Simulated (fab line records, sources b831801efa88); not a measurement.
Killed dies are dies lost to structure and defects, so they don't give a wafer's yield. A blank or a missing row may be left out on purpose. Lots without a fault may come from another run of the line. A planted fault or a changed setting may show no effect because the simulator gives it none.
One fault seen from 2 desks | flow sky130 | each desk has only its own numbers; what lay behind them comes last

THE TOOL OWNER'S DESK: litho_track-02
The tool's own readings at SKY_VT_ADJUST_HVTP_DEVELOP_06 (develop time 60 s): means of the sampled wafers that have a number, for each lot that ran on this tool. A lot is out of limits, marked OUT, if its mean lies more than 4 standard deviations from the usual mean; the brackets give that distance.
Columns: A = chill_plate_temp_C at SKY_VT_ADJUST_HVTP_DEVELOP_06, usual 22.99 C; B = developer_temp_C at SKY_VT_ADJUST_HVTP_DEVELOP_06, usual 23.00 C
lot  | first seen here | A     | B
L452 | day 7 20:37     | 22.97 | 23.13
L459 | day 9 16:22     | 23.09 | 23.94 (+8.5) OUT
L461 | day 10 06:26    | 23.03 | 23.78 (+7.1) OUT
This desk's finding: out of limits on L459, L461; first on L459, day 9 16:22 (developer_temp_C at SKY_VT_ADJUST_HVTP_DEVELOP_06). In limits: L452.

THE METROLOGY DESK
What the gauges read, lot by lot, whatever tool the lot ran on: means of the sampled wafers that have a number. A lot is out of limits, marked OUT, if its mean lies more than 4 standard deviations from the usual mean; the brackets give that distance.
Columns: A = NWELL_2_TW at SKY_NWELL_TW_MEAS_26, usual 494; B = NWELL_RS at SKY_NWELL_RS_MEAS_29, usual 624.2 ohm/sq; C = PWDE_RS at SKY_NWELL_RS_MEAS_31, usual 5268 ohm/sq; D = cd_nm at SKY_VT_ADJUST_HVTP_CD_MEAS_07, usual 379.5 nm
lot  | first seen here | A   | B     | C    | D
L448 | day 5 21:33     | 494 | 622.8 | 5253 | 377.8
L452 | day 7 01:01     | 490 | 624.9 | 5259 | 378.3
L459 | day 8 18:47     | 495 | 624.5 | 5244 | 374.8
L461 | day 9 08:01     | 493 | 623.3 | 5259 | 376.0
L466 | day 10 13:21    | 497 | 625.0 | 5238 | 383.2
L468 | day 11 03:48    | 495 | 625.2 | 5273 | 378.7
This desk's finding: nothing out of limits on any of the 6 lots.

PUT TOGETHER
The tool owner's desk could have raised an alarm at day 9 16:22, on L459, L461.
The metrology desk saw nothing out of limits.
The metrology desk has L459, L461 on record, within its limits.
Of the lots named, all ran SKY_VT_ADJUST_HVTP_DEVELOP_06 on litho_track-02.

WHAT THE SIMULATOR HAD PUT IN
Process parameter drift: litho_track-02, from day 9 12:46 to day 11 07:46, at SKY_VT_ADJUST_HVTP_DEVELOP_06. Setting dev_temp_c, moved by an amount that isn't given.
Lots struck among those shown: L459, L461.
Hours from the fault's start to each desk's first reading out of limits: the tool owner's desk, 4.
